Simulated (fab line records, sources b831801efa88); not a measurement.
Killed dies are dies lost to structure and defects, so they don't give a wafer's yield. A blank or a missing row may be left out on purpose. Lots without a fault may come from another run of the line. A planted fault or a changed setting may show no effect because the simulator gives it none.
fab line records | flow sky130
record lots=12 wafers=35 last_day=50
route steps=708 shown VIA3@586 CAP2M@603 PAD_OPEN@708
lots that met no fault: from a run of the same line without faults
start_h: hours from the record's first day to the start of the lot's first wafer shown | wait_h: hours since the lot's step before | " the same as in the row above | L1.1+2: a row that stands for several wafers | - no value, or no start given | * or withheld: withheld | < > ~ a bound
route shown NAME@n: a module of which the file shows steps, and the number in the route of the first | usual: mean/standard deviation of fault-free wafers | same: alike in all rows | chamber/n: place in a boat | sites: the reading at each site | _std_site: their standard deviation | _edge_site: outer sites' mean less inner sites' | radius_mm: how far each site lies from the wafer's centre | mask NAME#n: copy n | behind: the tool/chamber that last shaped the wafer | hold: why the lot was held/for how many hours/how that ended | device: the transistor (n, p or np) that didn't switch | end of line: the same wafers' tests at the end of the route | a step without rows: its recipe alone | killed: dies lost to structure and defects at the first sort, not the wafer's yield | map: a wafer's dies, x killed, . not, _ none there
set.NAME: the setting as run; set.NAME@STEP: as run at that earlier step | model.NAME: the simulator's own value behind a step, which no gauge read
steps of the route over a sample of lots; a table a step, a row a wafer
services: from which hour (start_h, from the record's first day; less than 0 if before it) a tool's chamber was out of use, for how many hours, and why
## steps
# step SKY_VIA3_OVL_MEAS_13
# usual VIA3_OVL=-3/4.7
# columns lot.wafer tool chamber start_h wait_h VIA3_OVL[nm]
L478.1 overlay-02 - 926.76 0.1 -2
L478.5 " - " " -5
L478.6 " - " " 3
L479.2 overlay-01 - 932.36 0.1 -3
L479.3 " - " " 12
L479.4 " - " " -3
L480.3 overlay-01 - 943.87 0.1 -3
L480.4 " - " " -7
L480.6 " - " " -1
L483.1 overlay-02 - 960.71 0.1 -11
L483.3 " - " " 2
L483.5 " - " " -10
L482.1 overlay-01 - 960.76 0.1 0
L482.3 " - " " 3
L482.6 " - " " -3
L481.1 overlay-02 - 961.83 0.1 0
L481.4 " - " " -7
L481.6 " - " " -11
L490.2 overlay-02 - 1017.16 0.1 -9
L490.3 " - " " -10
L492.4 overlay-01 - 1022.28 0.1 -5
L492.5 " - " " 7
L492.6 " - " " 2
L495.2 overlay-01 - 1044.68 0.1 -5
L495.3 " - " " -2
L495.5 " - " " -1
L496.2 overlay-01 - 1047.33 0.1 2
L496.4 " - " " 5
L496.6 " - " " 6
L499.1 overlay-01 - 1059.96 0.1 -6
L499.3 " - " " -9
L499.4 " - " " -3
L501.1 overlay-02 - 1070.71 0.1 -5
L501.2 " - " " -2
L501.6 " - " " 0
# step SKY_VIA3_ETCH_15
# recipe target=SiO2 chemistry=C4F8/O2/Ar target_depth_nm=507 stop_on=TiN mask_material=KrF-thick source_w=1500 bias_w=1200 pressure_mtorr=40 c4f8_flow_sccm=withheld O2_flow_sccm=6 Ar_flow_sccm=300 time_s=78
# usual oes_product_au=0.945/0.0046
# columns lot.wafer tool chamber start_h wait_h oes_product_au rf_hours_counter_h
L478.1 rie_diel-03 1 926.84 0.0 0.946 11
L478.5 " 1 " " 0.945 -
L478.6 " 0 " " 0.953 -
L479.2 rie_diel-01 0 932.44 0.0 0.939 20
L479.3 " 1 " " 0.945 22
L479.4 " 3 " " 0.940 -
L480.3 rie_diel-04 0 943.94 0.0 0.941 7
L480.4 " 1 " " 0.954 17
L480.6 " 0 " " 0.950 -
L483.1 rie_diel-01 0 960.79 0.0 0.946 21
L483.3 " 2 " " 0.943 18
L483.5 " 1 " " 0.936 -
L482.1 rie_diel-04 3 960.84 0.0 0.947 13
L482.3 " 1 " " 0.942 18
L482.6 " 0 " " 0.949 -
L481.1 rie_diel-04 0 961.90 0.0 0.950 8
L481.4 " 1 " " 0.943 18
L481.6 " 3 " " 0.944 -
L490.2 rie_diel-04 0 1017.24 0.0 0.946 10
L490.3 " 1 " " 0.795 20
L492.4 rie_diel-04 2 1022.34 0.0 0.790 19
L492.5 " 2 " " 0.941 -
L492.6 " 3 " " 0.944 -
L495.2 rie_diel-03 0 1044.76 0.0 0.938 28
L495.3 " 1 " " 0.948 14
L495.5 " 2 " " 0.944 -
L496.2 rie_diel-03 0 1047.41 0.0 0.952 28
L496.4 " 3 " " 0.944 -
L496.6 " 1 " " 0.945 -
L499.1 rie_diel-03 1 1060.04 0.0 0.946 15
L499.3 " 3 " " 0.948 13
L499.4 " 3 " " 0.947 -
L501.1 rie_diel-03 1 1070.79 0.0 0.942 15
L501.2 " 3 " " 0.947 14
L501.6 " 2 " " 0.946 -
# step SKY_VIA3_STRIP_16
# recipe chemistry=O2/N2 power_w=1400 pressure_mtorr=1500 platen_temp_c=withheld o2_flow_sccm=3000 n2_flow_sccm=300 overash_fraction=0.5
# usual drypump_motor_current_A=5.6/0.38 o2_flow_sccm=3000/8.4 oes_product_au=0.402/0.0049 strip_time_to_endpoint_s=4.124/0.024
# columns lot.wafer tool chamber start_h wait_h drypump_motor_current_A o2_flow_sccm oes_product_au rf_hours_counter_h strip_time_to_endpoint_s
L478.1 plasma_asher-01 1 926.90 0.0 5.7 3002 0.396 18 4.154
L478.5 " 0 " " 5.9 2991 0.398 - 4.138
L478.6 " 1 " " 5.7 3013 0.406 - 4.117
L479.2 plasma_asher-01 0 932.50 0.0 5.9 2995 0.396 19 4.078
L479.3 " 0 " " 5.9 2995 0.404 - 4.130
L479.4 " 1 " " 5.7 3003 0.400 - 4.105
L480.3 plasma_asher-04 0 944.03 0.1 5.4 3016 0.399 - 4.138
L480.4 " 1 " " 5.3 3002 0.400 - 4.135
L480.6 " 0 " " 5.4 3012 0.401 - 4.123
L483.1 plasma_asher-04 0 960.85 0.0 5.4 2992 0.398 53 4.163
L483.3 " 0 " " 5.4 2993 0.399 - 4.113
L483.5 " 0 " " 5.4 2985 0.399 - 4.175
L482.1 plasma_asher-03 0 960.90 0.0 6.1 2997 0.400 87 4.088
L482.3 " 1 " " 4.9 2996 0.400 - 4.117
L482.6 " 0 " " 6.1 2996 0.408 - 4.117
L481.1 plasma_asher-01 1 961.96 0.0 5.7 2984 0.406 22 4.134
L481.4 " 1 " " 5.7 2998 0.412 - 4.127
L481.6 " 0 " " 5.9 2998 0.406 - 4.107
L490.2 plasma_asher-03 1 1017.30 0.0 5.0 2993 0.405 93 4.116
L490.3 " 1 " " 4.9 3010 0.414 - 4.480
L492.4 plasma_asher-01 1 1022.43 0.1 5.7 2989 0.422 - 4.507
L492.5 " 0 " " 5.8 3018 0.396 - 4.126
L492.6 " 1 " " 5.7 2995 0.402 - 4.107
L495.2 plasma_asher-04 1 1044.82 0.0 5.3 3006 0.401 61 4.142
L495.3 " 0 " " 5.4 3011 0.400 - 4.168
L495.5 " 0 " " 5.4 3013 0.411 - 4.165
L496.2 plasma_asher-04 0 1047.47 0.0 5.5 2988 0.401 62 4.100
L496.4 " 1 " " 5.3 2988 0.397 - 4.140
L496.6 " 1 " " 5.3 2989 0.395 - 4.152
L499.1 plasma_asher-03 0 1060.10 0.0 6.1 3017 0.395 97 4.149
L499.3 " 0 " " 6.1 3001 0.394 - 4.137
L499.4 " 1 " " 5.0 3005 0.407 - 4.154
L501.1 plasma_asher-01 1 1070.85 0.0 5.7 2993 0.400 33 4.108
L501.2 " 0 " " 5.9 3003 0.408 33 4.130
L501.6 " 0 " " 5.9 3001 0.399 - 4.143
# step SKY_VIA3_CVD_21
# recipe material=W target_thk_nm=390 time_s=117.31 temp_c=400 pressure_torr=40
# usual heater_power_w=943/120
# columns lot.wafer tool chamber start_h wait_h heater_power_w
L478.1 cvd_w-01 0 927.56 0.0 1150
L478.5 " 0 " " 1115
L478.6 " 1 " " 788
L479.2 cvd_w-02 0 933.18 0.0 911
L479.3 " 1 " " 891
L479.4 " 0 " " 923
L480.3 cvd_w-01 0 944.73 0.1 1108
L480.4 " 1 " " 774
L480.6 " 1 " " 778
L483.1 cvd_w-02 0 961.51 0.0 903
L483.3 " 0 " " 936
L483.5 " 0 " " 902
L482.1 cvd_w-01 0 961.59 0.0 1131
L482.3 " 1 " " 799
L482.6 " 1 " " 781
L481.1 cvd_w-01 1 962.66 0.0 774
L481.4 " 1 " " 784
L481.6 " 1 " " 778
L490.2 cvd_w-02 0 1017.96 0.0 941
L490.3 " 0 " " 930
L492.4 cvd_w-02 0 1023.23 0.1 911
L492.5 " 1 " " 900
L492.6 " 0 " " 895
L495.2 cvd_w-02 1 1045.51 0.0 884
L495.3 " 0 " " 903
L495.5 " 1 " " 874
L496.2 cvd_w-01 0 1048.16 0.0 1139
L496.4 " 0 " " 1137
L496.6 " 1 " " 768
L499.1 cvd_w-01 1 1060.76 0.0 786
L499.3 " 0 " " 1155
L499.4 " 1 " " 791
L501.1 cvd_w-02 0 1071.51 0.0 935
L501.2 " 1 " " 889
L501.6 " 0 " " 948
# step SKY_CAP2M_CVD_00
# recipe material=SiO2 target_thk_nm=15.5 temp_c=400 time_s=withheld rf_w=450
# usual heater_power_w=701/96
# columns lot.wafer tool chamber start_h wait_h heater_power_w
L478.1 pecvd-03 2 928.55 0.0 628
L478.5 " 0 " " 839
L478.6 " 1 " " 552
L479.2 pecvd-04 1 933.94 0.0 666
L479.3 " 2 " " 546
L479.4 " 2 " " 519
L480.3 pecvd-03 1 945.45 0.0 609
L480.4 " 0 " " 715
L480.6 " 2 " " 778
L483.1 pecvd-02 2 962.26 0.0 763
L483.3 " 1 " " 661
L483.5 " 2 " " 743
L482.1 pecvd-04 0 962.35 0.0 650
L482.3 " 1 " " 564
L482.6 " 1 " " 562
L481.1 pecvd-03 1 963.41 0.0 631
L481.4 " 1 " " 625
L481.6 " 0 " " 803
L490.2 pecvd-02 0 1018.71 0.0 870
L490.3 " 2 " " 845
L492.4 pecvd-02 2 1024.36 0.0 688
L492.5 " 0 " " 861
L492.6 " 2 " " 688
L495.2 pecvd-04 1 1046.27 0.0 642
L495.3 " 2 " " 586
L495.5 " 1 " " 654
L496.2 pecvd-02 1 1048.92 0.0 632
L496.4 " 2 " " 751
L496.6 " 1 " " 635
L499.1 pecvd-04 2 1061.51 0.0 584
L499.3 " 1 " " 638
L499.4 " 0 " " 786
L501.1 pecvd-04 1 1072.26 0.0 587
L501.2 " 0 " " 753
L501.6 " 0 " " 761
# step SKY_PAD_OPEN_PROBE_99
# usual defect_limited_yield=82.4/1.9 killed_at_M0_to_M3=43/7.5 killed_at_M4_up=3.3/1.9 killed_at_contacts=24/4.6 killed_at_front_end=16/4.9 killed_at_other=0.2/0.46 killed_dies=87/9.1 killed_open=47/7.4 killed_short=39/6.6
# same gross_dies=492 killed_at_back_side=0
# columns lot.wafer tool chamber start_h wait_h defect_limited_yield[%] killed_at_M0_to_M3 killed_at_M4_up killed_at_contacts killed_at_front_end killed_at_other killed_dies killed_open killed_short
L478.1 prober-01 - 1074.10 0.1 85.8 33 9 20 8 0 70 36 34
L478.5 prober-01 - 1074.30 0.2 84.3 34 5 25 13 0 77 46 31
L478.6 prober-01 - 1074.35 0.2 82.7 46 6 23 9 1 85 42 43
L479.2 prober-02 - 1078.98 0.1 83.1 44 0 25 14 0 83 44 39
L479.3 prober-02 - 1079.03 0.2 84.3 36 5 20 16 0 77 47 30
L479.4 prober-02 - 1079.08 0.2 82.9 42 0 25 17 0 84 48 36
L480.3 prober-01 - 1088.35 0.2 80.7 44 4 36 11 0 95 46 45
L480.4 prober-01 - 1088.40 0.2 79.7 49 7 26 18 0 100 51 48
L480.6 prober-01 - 1088.50 0.2 80.5 50 5 31 10 0 96 54 40
L483.1 prober-02 - 1102.44 0.1 84.8 37 4 20 14 0 75 40 35
L483.3 prober-02 - 1102.54 0.2 81.5 49 1 29 12 0 91 48 42
L483.5 prober-02 - 1102.64 0.2 87.6 37 3 13 8 0 61 24 37
L481.1 prober-02 - 1103.80 0.1 83.5 43 5 21 12 0 81 43 38
L481.4 prober-02 - 1103.95 0.2 82.3 43 3 22 19 0 87 47 40
L481.6 prober-02 - 1104.05 0.2 82.3 46 3 27 11 0 87 46 40
L482.1 prober-01 - 1103.80 0.1 81.7 42 3 26 18 1 90 49 39
L482.3 prober-01 - 1103.90 0.2 81.5 43 0 28 20 0 91 53 38
L482.6 prober-01 - 1104.05 0.2 82.1 48 2 27 11 0 88 38 49
L490.2 prober-02 - 1150.42 0.1 80.1 44 4 29 21 0 98 57 41
L490.3 prober-02 - 1150.47 0.2 83.7 43 4 21 12 0 80 42 38
L492.4 prober-02 - 1153.52 0.2 84.3 36 3 23 14 1 77 41 36
L492.5 prober-02 - 1153.57 0.2 79.9 40 4 23 32 0 99 50 49
L492.6 prober-02 - 1153.62 0.2 83.1 30 5 35 13 0 83 53 30
L495.2 prober-01 - 1170.68 0.1 85.2 43 4 14 12 0 73 35 38
L495.3 prober-01 - 1170.73 0.2 84.1 39 1 24 14 0 78 48 30
L495.5 prober-01 - 1170.83 0.2 79.1 67 2 22 12 0 103 61 42
L496.2 prober-02 - 1174.01 0.1 78.9 48 7 28 20 1 104 62 42
L496.4 prober-02 - 1174.11 0.2 83.5 48 5 19 9 0 81 42 38
L496.6 prober-02 - 1174.21 0.2 84.6 40 6 17 13 0 76 42 33
L499.1 prober-02 - 1182.23 0.1 80.9 49 3 25 17 0 94 52 41
L499.3 prober-02 - 1182.33 0.2 81.5 42 3 22 24 0 91 40 50
L499.4 prober-02 - 1182.38 0.2 83.3 36 4 21 21 0 82 46 35
L501.1 prober-01 - 1190.30 0.1 84.3 30 5 21 21 0 77 38 39
L501.2 prober-01 - 1190.35 0.1 83.7 37 4 25 13 1 80 49 31
L501.6 prober-01 - 1190.55 0.2 82.9 42 6 16 19 1 84 46 38
# killed by level:class
L478.1 METAL4:geometric_particle:short=7 VIA1:geometric_particle:open=6 VIA2:geometric_particle:open=6 LI_CONTACT:geometric_particle:open=5 LOCAL_INTERCONNECT:geometric_particle:short=5 CONTACT:geometric_particle:open=5 CONTACT:geometric_particle:short=4 METAL1:geometric_particle:short=4
L478.5 CONTACT:geometric_particle:open=9 VIA1:geometric_particle:open=8 METAL1:geometric_particle:short=6 VIA3:geometric_particle:open=6 LI_CONTACT:geometric_particle:open=5 LOCAL_INTERCONNECT:geometric_particle:short=5 VIA1:geometric_particle:short=5 POLY_GATE:geometric_particle:open=4
L478.6 VIA1:geometric_particle:open=10 METAL2:geometric_particle:short=8 CONTACT:geometric_particle:open=7 VIA3:geometric_particle:open=7 LI_CONTACT:geometric_particle:open=5 LOCAL_INTERCONNECT:geometric_particle:short=5 CONTACT:geometric_particle:short=5 METAL1:geometric_particle:short=5
L479.2 LI_CONTACT:geometric_particle:open=11 VIA1:geometric_particle:open=9 METAL2:geometric_particle:short=8 CONTACT:geometric_particle:open=6 POLY_GATE:geometric_particle:short=5 METAL3:geometric_particle:short=5 FIELD_ISO:geometric_particle:short=4 CONTACT:geometric_particle:short=4
L479.3 LI_CONTACT:geometric_particle:open=8 VIA3:geometric_particle:open=8 VIA1:geometric_particle:open=7 METAL1:geometric_particle:short=7 CONTACT:geometric_particle:open=6 FIELD_ISO:geometric_particle:open=5 POLY_GATE:geometric_particle:open=5 FIELD_ISO:geometric_particle:short=4
L479.4 VIA1:geometric_particle:open=12 CONTACT:geometric_particle:open=10 VIA2:geometric_particle:open=8 LI_CONTACT:geometric_particle:open=7 METAL2:geometric_particle:short=7 METAL1:geometric_particle:short=5 FIELD_ISO:geometric_particle:short=5 POLY_GATE:geometric_particle:open=5
L480.3 CONTACT:geometric_particle:open=14 LI_CONTACT:geometric_particle:open=10 VIA1:geometric_particle:open=10 METAL2:geometric_particle:short=9 CONTACT:geometric_particle:short=6 VIA1:geometric_particle:short=6 METAL1:geometric_particle:short=5 LOCAL_INTERCONNECT:geometric_particle:short=4
L480.4 VIA1:geometric_particle:open=15 CONTACT:geometric_particle:open=12 FIELD_ISO:geometric_particle:short=7 VIA2:geometric_particle:open=7 CONTACT:geometric_particle:short=6 METAL1:geometric_particle:short=6 VIA3:geometric_particle:open=5 VIA1:geometric_particle:short=5
L480.6 VIA1:geometric_particle:open=16 CONTACT:geometric_particle:short=11 CONTACT:geometric_particle:open=8 VIA2:geometric_particle:open=7 VIA3:geometric_particle:open=7 LI_CONTACT:geometric_particle:open=6 METAL2:geometric_particle:short=6 METAL4:geometric_particle:short=5
L483.1 VIA1:geometric_particle:open=9 LI_CONTACT:geometric_particle:open=7 METAL2:geometric_particle:short=5 LI_CONTACT:geometric_particle:short=4 LOCAL_INTERCONNECT:geometric_particle:short=4 VIA2:geometric_particle:open=4 VIA3:geometric_particle:short=4 POLY_GATE:geometric_particle:short=3
L483.3 VIA1:geometric_particle:open=14 CONTACT:geometric_particle:open=7 CONTACT:geometric_particle:short=7 METAL2:geometric_particle:short=6 LI_CONTACT:geometric_particle:open=6 METAL1:geometric_particle:short=6 VIA2:geometric_particle:open=5 LI_CONTACT:geometric_particle:short=4
L483.5 VIA2:geometric_particle:open=7 VIA1:geometric_particle:short=5 METAL3:geometric_particle:short=5 VIA3:geometric_particle:short=5 VIA1:geometric_particle:open=4 METAL1:geometric_particle:short=4 LI_CONTACT:geometric_particle:open=4 CONTACT:geometric_particle:open=4
L481.1 VIA2:geometric_particle:open=10 CONTACT:geometric_particle:open=7 METAL1:geometric_particle:short=6 VIA3:geometric_particle:open=6 LI_CONTACT:geometric_particle:open=5 LOCAL_INTERCONNECT:geometric_particle:short=5 VIA1:geometric_particle:open=5 POLY_GATE:geometric_particle:open=4
L482.1 CONTACT:geometric_particle:open=9 LI_CONTACT:geometric_particle:open=8 METAL1:geometric_particle:short=7 VIA3:geometric_particle:open=7 VIA1:geometric_particle:open=6 FIELD_ISO:geometric_particle:short=5 LI_CONTACT:geometric_particle:short=5 VIA2:geometric_particle:open=5
L482.3 CONTACT:geometric_particle:open=11 VIA3:geometric_particle:open=9 VIA1:geometric_particle:open=8 FIELD_ISO:geometric_particle:short=6 LOCAL_INTERCONNECT:geometric_particle:short=5 LI_CONTACT:geometric_particle:open=5 METAL2:geometric_particle:short=5 FIELD_ISO:geometric_particle:open=4
L481.4 VIA1:geometric_particle:open=11 CONTACT:geometric_particle:open=8 POLY_GATE:geometric_particle:short=7 VIA2:geometric_particle:open=7 METAL1:geometric_particle:short=6 METAL2:geometric_particle:short=6 LI_CONTACT:geometric_particle:open=5 LOCAL_INTERCONNECT:geometric_particle:short=5
L481.6 VIA1:geometric_particle:open=10 LI_CONTACT:geometric_particle:open=8 VIA2:geometric_particle:open=8 CONTACT:geometric_particle:open=8 VIA3:geometric_particle:open=6 METAL1:geometric_particle:short=6 LOCAL_INTERCONNECT:geometric_particle:short=5 CONTACT:geometric_particle:short=5
L482.6 VIA1:geometric_particle:short=10 VIA1:geometric_particle:open=8 CONTACT:geometric_particle:open=7 CONTACT:geometric_particle:short=7 METAL1:geometric_particle:short=6 METAL2:geometric_particle:short=5 VIA3:geometric_particle:short=4 LI_CONTACT:geometric_particle:short=4
L490.2 VIA1:geometric_particle:open=13 LI_CONTACT:geometric_particle:open=9 LOCAL_INTERCONNECT:geometric_particle:short=8 VIA3:geometric_particle:open=8 VIA2:geometric_particle:open=6 FIELD_ISO:geometric_particle:open=5 CONTACT:geometric_particle:open=5 FIELD_ISO:geometric_particle:short=4
L490.3 VIA3:geometric_particle:open=9 VIA1:geometric_particle:open=7 VIA2:geometric_particle:open=7 LOCAL_INTERCONNECT:geometric_particle:short=5 CONTACT:geometric_particle:open=5 POLY_GATE:geometric_particle:short=4 LI_CONTACT:geometric_particle:open=4 VIA1:geometric_particle:short=4
L492.4 VIA1:geometric_particle:open=12 CONTACT:geometric_particle:open=8 CONTACT:geometric_particle:short=7 METAL2:geometric_particle:short=6 LI_CONTACT:geometric_particle:open=4 VIA3:geometric_particle:short=4 FIELD_ISO:geometric_particle:open=3 POLY_GATE:geometric_particle:open=3
L492.5 CONTACT:geometric_particle:open=10 POLY_GATE:geometric_particle:short=9 VIA2:geometric_particle:open=8 VIA1:geometric_particle:open=8 FIELD_ISO:geometric_particle:short=7 VIA1:geometric_particle:short=7 POLY_GATE:geometric_particle:open=6 LI_CONTACT:geometric_particle:open=6
L492.6 CONTACT:geometric_particle:open=10 VIA2:geometric_particle:open=9 LI_CONTACT:geometric_particle:open=9 CONTACT:geometric_particle:short=8 VIA1:geometric_particle:open=6 POLY_GATE:geometric_particle:open=5 LOCAL_INTERCONNECT:geometric_particle:short=5 VIA3:geometric_particle:open=5
L495.2 VIA1:geometric_particle:open=8 METAL1:geometric_particle:short=7 VIA3:geometric_particle:open=6 METAL2:geometric_particle:short=6 VIA2:geometric_particle:open=6 FIELD_ISO:geometric_particle:short=5 FIELD_ISO:geometric_particle:open=4 CONTACT:geometric_particle:short=4
L495.3 CONTACT:geometric_particle:open=12 VIA1:geometric_particle:open=10 VIA2:geometric_particle:open=7 POLY_GATE:geometric_particle:open=6 CONTACT:geometric_particle:short=6 VIA3:geometric_particle:open=5 FIELD_ISO:geometric_particle:short=4 VIA3:geometric_particle:short=4
L495.5 VIA1:geometric_particle:open=22 CONTACT:geometric_particle:open=12 METAL2:geometric_particle:short=11 VIA1:geometric_particle:short=9 VIA2:geometric_particle:open=9 VIA3:geometric_particle:open=6 CONTACT:geometric_particle:short=5 METAL2:geometric_particle:open=4
L496.2 VIA3:geometric_particle:open=11 LI_CONTACT:geometric_particle:open=10 CONTACT:geometric_particle:open=8 METAL1:geometric_particle:short=8 VIA2:geometric_particle:open=6 POLY_GATE:geometric_particle:open=5 VIA1:geometric_particle:open=5 POLY_GATE:geometric_particle:short=4
L496.4 VIA1:geometric_particle:open=10 VIA3:geometric_particle:open=10 CONTACT:geometric_particle:open=7 VIA2:geometric_particle:short=6 LOCAL_INTERCONNECT:geometric_particle:short=4 METAL2:geometric_particle:short=4 VIA3:geometric_particle:short=4 FIELD_ISO:geometric_particle:short=3
L496.6 CONTACT:geometric_particle:open=8 VIA3:geometric_particle:open=8 VIA1:geometric_particle:open=7 VIA2:geometric_particle:open=7 VIA1:geometric_particle:short=6 LI_CONTACT:geometric_particle:open=4 METAL1:geometric_particle:short=4 FIELD_ISO:geometric_particle:open=3
L499.1 VIA1:geometric_particle:open=11 VIA3:geometric_particle:open=10 LI_CONTACT:geometric_particle:open=8 CONTACT:geometric_particle:open=6 VIA2:geometric_particle:open=6 METAL2:geometric_particle:short=5 METAL1:geometric_particle:short=5 POLY_GATE:geometric_particle:short=4
L499.3 FIELD_ISO:geometric_particle:short=12 VIA1:geometric_particle:short=8 VIA1:geometric_particle:open=8 LI_CONTACT:geometric_particle:open=7 LI_CONTACT:geometric_particle:short=6 METAL1:geometric_particle:short=6 METAL2:geometric_particle:short=6 FIELD_ISO:geometric_particle:open=5
L499.4 VIA1:geometric_particle:open=11 CONTACT:geometric_particle:open=8 LI_CONTACT:geometric_particle:open=7 POLY_GATE:geometric_particle:open=6 METAL1:geometric_particle:short=5 METAL2:geometric_particle:short=5 FIELD_ISO:geometric_particle:open=4 FIELD_ISO:geometric_particle:short=4
L501.1 FIELD_ISO:geometric_particle:open=8 CONTACT:geometric_particle:open=8 VIA1:geometric_particle:open=7 METAL2:geometric_particle:short=7 METAL1:geometric_particle:short=5 POLY_GATE:geometric_particle:open=4 LI_CONTACT:geometric_particle:open=4 LOCAL_INTERCONNECT:geometric_particle:short=4
L501.2 VIA2:geometric_particle:open=10 LI_CONTACT:geometric_particle:open=9 CONTACT:geometric_particle:open=8 VIA1:geometric_particle:open=7 METAL1:geometric_particle:short=5 FIELD_ISO:geometric_particle:short=4 LOCAL_INTERCONNECT:geometric_particle:short=4 METAL2:geometric_particle:short=4
L501.6 VIA2:geometric_particle:open=12 VIA2:geometric_particle:short=7 FIELD_ISO:geometric_particle:open=6 VIA3:geometric_particle:open=6 FIELD_ISO:geometric_particle:short=5 LI_CONTACT:geometric_particle:open=5 VIA1:geometric_particle:open=5 CONTACT:geometric_particle:open=4
## services
# columns tool chamber start_h hours kind
cvd_w-01 - 904.00 14.0 pm
rie_diel-01 - 911.94 0.7 repair
rie_diel-01 2 917.34 16.8 repair
pecvd-04 - 925.76 6.0 pm
cvd_w-01 - 932.89 1.1 repair
cvd_w-01 - 933.77 0.4 repair
cvd_w-02 - 934.27 6.9 pm
pecvd-02 - 942.55 3.3 repair
rie_diel-01 3 957.04 31.2 repair
plasma_asher-01 - 964.92 2.0 repair
rie_diel-03 1 970.18 14.6 repair
rie_diel-04 3 976.97 8.4 repair
pecvd-04 - 979.91 3.6 repair
cvd_w-02 0 980.27 5.6 repair
cvd_w-01 1 981.33 9.6 repair
rie_diel-03 - 1004.63 0.2 repair
cvd_w-01 - 1016.25 6.9 pm
rie_diel-01 3 1018.43 3.9 repair
plasma_asher-01 - 1018.81 2.8 pm
plasma_asher-03 - 1035.68 1.2 repair
rie_diel-03 2 1046.63 14.8 repair
cvd_w-01 - 1057.50 0.8 repair
rie_diel-01 3 1061.93 2.2 repair
rie_diel-01 2 1065.69 2.8 repair
## key
first_sign step=SKY_VIA3_ETCH_15 reading=oes_product_au direction=down sigmas=33 usual=0.945 struck=0.792
effect step=SKY_VIA3_STRIP_16 reading=strip_time_to_endpoint_s direction=up sigmas=15 usual=* struck=*
met_at SKY_VIA3_ETCH_15
struck_lots L490,L492
struck_wafers L490.3,L492.4
not_acting_at SKY_VIA3_OVL_MEAS_13,SKY_VIA3_CVD_21,SKY_CAP2M_CVD_00
onset_between 961.90 1017.24
fault kind=process_parameter_drift tool=rie_diel-04 chamber=- onset_h=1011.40 steps=SKY_VIA3_ETCH_15 channel=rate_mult offset=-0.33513 shape=step end_h=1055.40 scope=struck_wafers_only
